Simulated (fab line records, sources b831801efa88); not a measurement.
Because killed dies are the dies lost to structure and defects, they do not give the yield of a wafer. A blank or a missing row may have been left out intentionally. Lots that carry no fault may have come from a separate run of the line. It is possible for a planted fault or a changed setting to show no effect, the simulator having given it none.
fab line records	flow sky130
record: lots: 5	wafers: 15	lastDay: 50
route steps=708 shown METAL5@664 PAD_OPEN@708
lots that met no fault: from a run of the same line without faults
startH: hours from the record's opening day to when the first of the lot's shown wafers began	waitH: how many hours have passed since the lot's step before this one	" same as the row above	L1.1+2: one row covering several wafers at once	- no value, or no start was given	* or withheld: withheld	< > ~ a bound
route shown NAME@n: a module of which the file shows steps, and the number in the route of the first	usual: the fault-free wafers' mean and standard deviation	same: alike in all rows	chamber/n: place in a boat	sites: each site's reading	_std_site: standard deviation of those values	_edge_site: mean of outer sites minus mean of inner sites	radiusMm: for every site, how far away it sits from the centre of the wafer	mask NAME#n: copy n	behind: tool/chamber where the wafer was last shaped	hold: what put the lot on hold/how long, in hours/how the hold closed	device: names the non-switching transistor (n, p or np)	end of line: the tests these same wafers got at the end of their route	step lacking rows: just its recipe	killed: not the wafer's yield, but the dies lost to structure and defects at the first sort	map: per-die view of a wafer (x killed, . not killed, _ where there is no die)
set.NAME: the setting the step ran with; set.NAME@STEP: the setting that earlier step ran with	model.NAME: the simulator's own value behind a step, which no gauge read
a table for each step, a row for each wafer; lots at some steps of the route
services: when a tool's chamber went out of use (startH, in hours from the record's first day, below 0 if earlier), for how many hours, and the reason
== steps ==
step: SKY_METAL5_SPUTTER_03
recipe: material: Ti	targetThkNm: 5	powerW: 3000	timeS: 3.3	chamberPressurePa: 0.3874
usual: throttleValvePct: 30.1/1.1
lot.wafer	tool	chamber	startH	waitH	throttleValvePct
L166.1	pvdSputter-04	-	1009.07	0.0	29.6
L166.2	"	-	"	"	29.9
L166.4	"	-	"	"	29.2
L167.1	pvdSputter-03	-	1012.43	0.0	28.2
L167.2	"	-	"	"	31.1
L167.5	"	-	"	"	29.3
L170.3	pvdSputter-03	-	1049.12	0.0	29.4
L170.5	"	-	"	"	29.3
L170.6	"	-	"	"	29.1
L177.1	pvdSputter-02	-	1090.34	0.0	32.0
L177.2	"	-	"	"	29.5
L177.6	"	-	"	"	29.3
L187.3	pvdSputter-04	-	1138.16	0.0	31.8
L187.4	"	-	"	"	31.6
L187.6	"	-	"	"	29.9
step: SKY_METAL5_SPUTTER_04
recipe: material: TiN	targetThkNm: 70	powerW: 6500	timeS: 58.3	chamberPressurePa: 0.4
usual: throttleValvePct: 30.1/1.1
lot.wafer	tool	chamber	startH	waitH	throttleValvePct
L166.1	pvdSputter-04	-	1009.08	0.0	29.9
L166.2	"	-	"	"	29.7
L166.4	"	-	"	"	29.7
L167.1	pvdSputter-03	-	1012.45	0.0	28.5
L167.2	"	-	"	"	30.7
L167.5	"	-	"	"	29.8
L170.3	pvdSputter-03	-	1049.13	0.0	29.5
L170.5	"	-	"	"	29.2
L170.6	"	-	"	"	29.0
L177.1	pvdSputter-02	-	1090.36	0.0	32.1
L177.2	"	-	"	"	29.7
L177.6	"	-	"	"	29.6
L187.3	pvdSputter-04	-	1138.18	0.0	31.6
L187.4	"	-	"	"	31.6
L187.6	"	-	"	"	29.9
step: SKY_METAL5_RS_MEAS_05
recipe: thkMeasGauge: four-point-probe	reads: TiN_of_METAL5_SPUTTER_04+Ti_of_METAL5_SPUTTER_03+AlCu_of_METAL5_SPUTTER_02+TiN_of_METAL5_SPUTTER_01+Ti_of_METAL5_SPUTTER_00
usual: METAL5_ALCU_RS: 0.0271/0.00044
lot.wafer	tool	chamber	startH	waitH	METAL5_ALCU_RS[ohm/sq]
L166.1	filmMetro-04	-	1009.13	0.0	0.0271
L166.2	"	-	"	"	0.0272
L166.4	"	-	"	"	0.0268
L167.1	filmMetro-02	-	1012.49	0.0	0.0272
L167.2	"	-	"	"	0.0270
L167.5	"	-	"	"	0.0268
L170.3	filmMetro-02	-	1049.22	0.1	0.0272
L170.5	"	-	"	"	0.0272
L170.6	"	-	"	"	0.0274
L177.1	filmMetro-04	-	1090.41	0.0	0.0278
L177.2	"	-	"	"	0.0278
L177.6	"	-	"	"	0.0278
L187.3	filmMetro-04	-	1138.27	0.1	0.0265
L187.4	"	-	"	"	0.0264
L187.6	"	-	"	"	0.0270
step: SKY_METAL5_THK_MEAS_06
recipe: thkMeasGauge: xrf	reads: AlCu_of_METAL5_SPUTTER_02
usual: METAL5_ALCU_THK: 1144/20
lot.wafer	tool	chamber	startH	waitH	METAL5_ALCU_THK[nm]
L166.1	filmMetro-04	-	1009.25	0.1	1135
L166.2	"	-	"	"	1136
L166.4	"	-	"	"	1154
L167.1	filmMetro-02	-	1012.61	0.1	1146
L167.2	"	-	"	"	1146
L167.5	"	-	"	"	1152
L170.3	filmMetro-02	-	1049.32	0.1	1142
L170.5	"	-	"	"	1141
L170.6	"	-	"	"	1139
L177.1	filmMetro-04	-	1090.53	0.1	1116
L177.2	"	-	"	"	1114
L177.6	"	-	"	"	1113
L187.3	filmMetro-04	-	1138.37	0.1	1170
L187.4	"	-	"	"	1172
L187.6	"	-	"	"	1151
step: SKY_METAL5_DEHYDRATE_07
recipe: tempC: 200	timeS: 60
step: SKY_METAL5_HMDS_08
recipe: primeTimeS: 60	primeTempC: 120
step: SKY_METAL5_COAT_09
recipe: resist: NOVOLAK	spinRpm: 3000	resistThkNm: 1800
step: SKY_METAL5_SOFTBAKE_10
recipe: tempC: 90	timeS: 60	resist: NOVOLAK
step: SKY_METAL5_EXPOSE_11
recipe: maskId: MM5	na: 0.6	sourceShape: conventional	sigmaOuter: 0.6	polarization: unpolarized	targetCdNm: 1600	doseMj: 190
step: SKY_METAL5_PEB_12
recipe: tempC: withheld	timeS: *	resist: NOVOLAK
step: SKY_METAL5_DEVELOP_13
recipe: resist: NOVOLAK	developer: TMAH	developTimeS: 60	devTempC: 23
step: SKY_METAL5_DESCUM_14
recipe: chemistry: O2	sourcePowerW: 150	biasPowerW: 0	pressureMtorr: 10	tempC: 40	timeS: 11
usual: drypumpMotorCurrentA: 5.7/0.31	oesProductAu: 1.007/0.014	rfFwdPowerW: 147.3/0.59
lot.wafer	tool	chamber	startH	waitH	drypumpMotorCurrentA	oesProductAu	rfFwdPowerW	rfHoursCounterH
L166.1	rieMetal-03	0	1032.78	0.1	6.0	1.003	147.1	12
L166.2	"	1	"	"	5.7	1.009	147.2	17
L166.4	"	0	"	"	6.0	1.003	147.5	-
L167.1	rieMetal-03	0	1035.82	0.1	6.0	0.996	146.8	12
L167.2	"	1	"	"	5.7	0.997	146.8	18
L167.5	"	0	"	"	6.0	0.995	147.5	-
L170.3	rieMetal-03	0	1070.68	0.1	6.0	1.014	146.8	-
L170.5	"	1	"	"	5.8	1.017	147.3	-
L170.6	"	0	"	"	6.0	1.010	146.6	-
L177.1	rieMetal-02	1	1110.61	0.1	5.1	1.018	147.6	14
L177.2	"	1	"	"	5.1	0.999	147.3	-
L177.6	"	1	"	"	5.1	1.019	147.2	-
L187.3	rieMetal-04	0	1157.03	0.1	5.7	0.983	147.4	-
L187.4	"	1	"	"	5.9	1.041	147.9	-
L187.6	"	0	"	"	5.8	0.986	148.5	-
step: SKY_METAL5_METAL_ETCH_15
recipe: targetDepthA: 12600	stopOn: SiO2	overEtchFrac: 0.2	timeS: 252	chemistry: Cl2/BCl3	resistSidewallDeg: 86	pressureMtorr: 10	icpW: 920.4	biasW: 48.5	Cl2_flow_sccm: 60	bcl3FlowSccm: 30
usual: drypumpMotorCurrentA: 5.7/0.31	oesProductAu: 0.894/0.0051	rfFwdPowerW: 917.9/3	throttleValvePct: 22.263/0.0095
lot.wafer	tool	chamber	startH	waitH	drypumpMotorCurrentA	oesProductAu	rfFwdPowerW	rfHoursCounterH	throttleValvePct	model.NOVOLAK_of_METAL5_COAT_09.thkNm	model.etch.depthNm	model.METAL5.featureDepthNm
L166.1	rieMetal-03	0	1032.81	0.0	6.0	0.895	915.6	12	22.267	1020	1258	1258
L166.2	"	1	"	"	5.8	0.889	917.0	17	22.256	1016	1260	1260
L166.4	"	0	"	"	6.0	0.897	920.1	-	22.260	1013	1259	1259
L167.1	rieMetal-03	0	1035.85	0.0	6.0	0.887	921.9	12	22.259	1012	1257	1257
L167.2	"	1	"	"	5.7	0.897	914.4	18	22.262	1021	1266	1266
L167.5	"	0	"	"	6.0	0.890	921.9	-	22.262	1003	1254	1254
L170.3	rieMetal-03	0	1070.78	0.1	6.0	0.782	918.4	-	22.253	1310	983	983
L170.5	"	1	"	"	5.8	0.779	917.4	-	22.252	1314	965	965
L170.6	"	0	"	"	6.0	0.776	919.8	-	22.275	1306	978.1	978.1
L177.1	rieMetal-02	1	1110.68	0.1	5.1	0.896	918.7	14	22.262	1005	1250	1250
L177.2	"	1	"	"	5.1	0.894	920.5	-	22.259	1003	1249	1249
L177.6	"	1	"	"	5.1	0.891	922.0	-	22.256	991.5	1250	1250
L187.3	rieMetal-04	0	1157.13	0.1	5.7	0.893	921.4	-	22.250	1037	1269	1269
L187.4	"	1	"	"	5.9	0.894	915.7	-	22.247	989.2	1256	1256
L187.6	"	0	"	"	5.7	0.895	919.4	-	22.276	1040	1265	1265
step: SKY_METAL5_STRIP_16
recipe: chemistry: O2/N2	powerW: 1400	pressureMtorr: 1500	platenTempC: withheld	o2FlowSccm: 3000	n2FlowSccm: 300	overashFraction: 0.5
usual: drypumpMotorCurrentA: 5.9/0.42	o2FlowSccm: 3000/9.9	oesProductAu: 0.710/0.0045	stripTimeToEndpointS: 12.83/0.16
lot.wafer	tool	chamber	startH	waitH	drypumpMotorCurrentA	o2FlowSccm	oesProductAu	rfHoursCounterH	stripTimeToEndpointS
L166.1	plasmaAsher-04	0	1033.05	0.2	6.2	3001	0.713	59	12.91
L166.2	"	1	"	"	5.2	2995	0.717	59	12.86
L166.4	"	1	"	"	5.2	2985	0.719	-	12.81
L167.1	plasmaAsher-01	0	1036.09	0.2	5.9	3004	0.713	118	12.79
L167.2	"	1	"	"	5.5	2995	0.707	118	12.91
L167.5	"	0	"	"	5.9	3003	0.702	-	12.77
L170.3	plasmaAsher-03	1	1070.97	0.1	6.5	3012	0.716	-	16.20
L170.5	"	0	"	"	5.8	3003	0.706	-	16.25
L170.6	"	1	"	"	6.4	3012	0.715	-	16.16
L177.1	plasmaAsher-04	0	1111.15	0.4	6.2	2996	0.704	66	12.78
L177.2	"	1	"	"	5.2	2985	0.702	66	12.76
L177.6	"	0	"	"	6.2	2986	0.708	-	12.63
L187.3	plasmaAsher-03	1	1157.32	0.1	6.4	3003	0.714	-	13.10
L187.4	"	0	"	"	5.8	3003	0.705	-	12.60
L187.6	"	1	"	"	6.5	2993	0.713	-	13.13
step: SKY_METAL5_STRIP_17
recipe: chemistry: postEtchResidueRemover	timeS: 1200	tempC: 72.5
step: SKY_PAD_OPEN_PROBE_99
usual: defectLimitedYield: 82.8/1.9	killed_at_M0_to_M3: 43/7.5	killed_at_M4_up: 2.8/1.8	killedAtContacts: 24/5.3	killedAtFrontEnd: 14/4.2	killedAtOther: 0.3/0.54	killedDies: 84/9.4	killedOnRim: 16/3.3	killedOpen: 46/7.1	killedShort: 38/6.6	sort_bin_3_pad_short: 0.8/0.42	sort_bin_5_function: 10.1/1.4	sort_bin_6_memory: 6.2/1.1	sortNPass: 408/9.4	sortYieldPct: 82.8/1.9
same: grossDies: 492	killedAtBackSide: 0	sort_bin_4_leakage[%]: 0	sort_bin_8_speed[%]: 0
lot.wafer	tool	chamber	startH	waitH	defectLimitedYield[%]	killed_at_M0_to_M3	killed_at_M4_up	killedAtContacts	killedAtFrontEnd	killedAtOther	killedDies	killedOnRim	killedOpen	killedShort	sort_bin_3_pad_short[%]	sort_bin_5_function[%]	sort_bin_6_memory[%]	sortNPass	sortYieldPct[%]
L167.1	prober-01	-	1082.26	0.1	81.3	52	2	25	13	0	92	17	48	44	1.4	12.0	5.3	400	81.3
L167.2	prober-01	-	1082.31	0.1	82.1	52	4	20	12	0	88	14	37	51	2.0	9.3	6.5	404	82.1
L167.5	prober-01	-	1082.46	0.2	85.0	41	1	25	6	1	74	14	40	34	1.0	8.1	5.9	418	85.0
L170.3	prober-02	-	1115.53	0.2	0	20	427	34	11	0	492	96	39	26	0.2	95.3	4.5	0	0
L170.5	prober-02	-	1115.63	0.2	0	36	420	21	14	1	492	96	42	32	0.6	94.1	5.3	0	0
L170.6	prober-02	-	1115.68	0.2	0	35	415	27	15	0	492	96	42	41	0.8	93.5	5.7	0	0
L177.1	prober-02	-	1153.83	0.1	81.3	44	7	24	17	0	92	20	53	39	0.8	10.8	7.1	400	81.3
L177.2	prober-02	-	1153.88	0.1	80.5	52	3	35	6	0	96	15	58	38	1.2	11.4	6.9	396	80.5
L177.6	prober-02	-	1154.08	0.2	81.5	42	2	34	12	1	91	19	54	37	0.4	12.6	5.5	401	81.5
killed by level:class
L167.1 VIA1:geometricParticle:open=14 VIA2:geometricParticle:open=14 VIA1:geometricParticle:short=10 CONTACT:geometricParticle:short=9 CONTACT:geometricParticle:open=7 FIELD_ISO:geometricParticle:open=5 LOCAL_INTERCONNECT:geometricParticle:short=5 METAL2:geometricParticle:short=5
L167.2 VIA1:geometricParticle:open=12 CONTACT:geometricParticle:open=9 METAL2:geometricParticle:short=7 METAL3:geometricParticle:short=7 LOCAL_INTERCONNECT:geometricParticle:short=6 VIA1:geometricParticle:short=6 VIA2:geometricParticle:open=5 FIELD_ISO:geometricParticle:short=4
L167.5 CONTACT:geometricParticle:open=9 LI_CONTACT:geometricParticle:open=8 VIA1:geometricParticle:short=8 VIA1:geometricParticle:open=8 CONTACT:geometricParticle:short=5 VIA2:geometricParticle:open=5 METAL1:geometricParticle:short=4 VIA2:geometricParticle:short=4
L170.3 METAL5:areaEtch=427 LI_CONTACT:geometricParticle:open=12 CONTACT:geometricParticle:open=10 LOCAL_INTERCONNECT:geometricParticle:short=5 VIA1:geometricParticle:open=5 CONTACT:geometricParticle:short=4 FIELD_ISO:geometricParticle:open=3 FIELD_ISO:geometricParticle:short=3
L170.5 METAL5:areaEtch=418 VIA2:geometricParticle:open=9 VIA1:geometricParticle:open=9 CONTACT:geometricParticle:open=8 LI_CONTACT:geometricParticle:open=6 POLY_GATE:geometricParticle:short=5 LI_CONTACT:geometricParticle:short=4 METAL1:geometricParticle:short=4
L170.6 METAL5:areaEtch=409 CONTACT:geometricParticle:open=10 VIA1:geometricParticle:open=9 CONTACT:geometricParticle:short=8 POLY_GATE:geometricParticle:open=6 LI_CONTACT:geometricParticle:open=6 METAL1:geometricParticle:short=6 POLY_GATE:geometricParticle:short=5
L177.1 VIA1:geometricParticle:open=12 CONTACT:geometricParticle:open=11 VIA2:geometricParticle:open=8 CONTACT:geometricParticle:short=6 POLY_GATE:geometricParticle:short=5 LI_CONTACT:geometricParticle:open=5 METAL1:geometricParticle:short=5 METAL4:geometricParticle:short=5
L177.2 CONTACT:geometricParticle:open=22 VIA1:geometricParticle:open=9 METAL1:geometricParticle:short=8 VIA2:geometricParticle:open=8 VIA3:geometricParticle:open=8 CONTACT:geometricParticle:short=5 VIA2:geometricParticle:short=5 LI_CONTACT:geometricParticle:open=4
L177.6 CONTACT:geometricParticle:open=11 VIA1:geometricParticle:open=11 LI_CONTACT:geometricParticle:open=10 VIA2:geometricParticle:open=8 LOCAL_INTERCONNECT:geometricParticle:short=7 VIA3:geometricParticle:open=6 CONTACT:geometricParticle:short=5 FIELD_ISO:geometricParticle:short=4
map L170.3 (x killed, . not)
__________xxxxxxxxxx_________
________xxxxxxxxxxxxxx_______
______xxxxxxxxxxxxxxxxxx_____
_____xxxxxxxxxxxxxxxxxxxx____
____xxxxxxxxxxxxxxxxxxxxxx___
___xxxxxxxxxxxxxxxxxxxxxxxx__
__xxxxxxxxxxxxxxxxxxxxxxxxxx_
_xxxxxxxxxxxxxxxxxxxxxxxxxxxx
_xxxxxxxxxxxxxxxxxxxxxxxxxxxx
_xxxxxxxxxxxxxxxxxxxxxxxxxxxx
_xxxxxxxxxxxxxxxxxxxxxxxxxxxx
_xxxxxxxxxxxxxxxxxxxxxxxxxxxx
_xxxxxxxxxxxxxxxxxxxxxxxxxxxx
_xxxxxxxxxxxxxxxxxxxxxxxxxxxx
_xxxxxxxxxxxxxxxxxxxxxxxxxxxx
__xxxxxxxxxxxxxxxxxxxxxxxxxx_
___xxxxxxxxxxxxxxxxxxxxxxxx__
____xxxxxxxxxxxxxxxxxxxxxx___
_____xxxxxxxxxxxxxxxxxxxx____
______xxxxxxxxxxxxxxxxxx_____
________xxxxxxxxxxxxxx_______
__________xxxxxxxxxx_________
map L166.2 (x killed, . not)
__________..x....x.x_________
________.......x......_______
______...x........x....x_____
_____.x........x.........____
____......xx....x.........___
___...x.....x..............__
__x.....x.......xx...x..x..._
_......x.............xx.x.x..
_....x.......x.......x.x...xx
_..x.........x...x.........x.
_....x.xx...x................
_............xx..x...........
_..........x.........x...xx.x
_......x...x...xx............
_........xx.x....x....x...x..
__x..xx....x...x.x.x....x..._
___....x..x..x.xx.x.x....x.__
____x.x...x.....x.x...x...___
_____......x....xxxxx....____
______..x......x...x..xx_____
________......x.xx.x.._______
__________...x......_________
== services ==
tool	chamber	startH	hours	kind
plasmaAsher-04	-	989.81	3.2	repair
rieMetal-02	-	1001.94	0.5	repair
pvdSputter-03	-	1031.46	3.3	repair
rieMetal-04	-	1041.61	14.6	pm
plasmaAsher-04	-	1042.11	15.6	pm
plasmaAsher-01	-	1055.25	9.0	pm
plasmaAsher-01	0	1055.25	9.0	ventCycle
plasmaAsher-01	1	1055.25	9.0	ventCycle
plasmaAsher-01	-	1057.84	0.8	repair
plasmaAsher-01	0	1064.25	-	clean
plasmaAsher-01	1	1064.25	-	clean
pvdSputter-04	-	1071.87	23.0	repair
pvdSputter-03	-	1090.15	1.6	repair
plasmaAsher-01	-	1090.31	9.1	repair
rieMetal-02	0	1099.26	-	clean
rieMetal-02	0	1099.26	38.9	scheduledDown
rieMetal-02	0	1099.26	38.9	ventCycle
pvdSputter-04	-	1113.19	7.2	repair
pvdSputter-02	-	1128.42	5.1	repair
pvdSputter-04	-	1131.02	2.8	repair
rieMetal-02	1	1135.89	26.8	repair
pvdSputter-02	-	1137.59	9.0	repair
== key ==
firstSign: step: SKY_METAL5_METAL_ETCH_15	reading: oesProductAu	direction: down	sigmas: 23	usual: 0.894	struck: 0.779
effect: step: SKY_METAL5_STRIP_16	reading: stripTimeToEndpointS	direction: up	sigmas: 21	usual: *	struck: *
effect: step: SKY_PAD_OPEN_PROBE_99	reading: killed_at_M4_up	direction: up	sigmas: 99+	usual: 2.8	struck: 420.7
modelEffect: step: SKY_METAL5_METAL_ETCH_15	value: NOVOLAK_of_METAL5_COAT_09.thkNm	without: 1013	struck: 1310
moreKillsBornAt: SKY_METAL5_METAL_ETCH_15@rieMetal-03: 1254
metAt SKY_METAL5_METAL_ETCH_15
struckWafers L170.3,L170.5,L170.6
laterRowsLeftOut L170.3,L170.5,L170.6
onsetBetween 1035.85 1070.78
fault: kind: processParameterDrift	tool: rieMetal-03	chamber: -	onsetH: 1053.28	steps: SKY_METAL5_METAL_ETCH_15	channel: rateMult	offset: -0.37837	shape: step	endH: 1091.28
laterRowsLeftOut: the simulator's readings of these wafers behind a module that went badly wrong aren't trusted and aren't shown, but for the sort
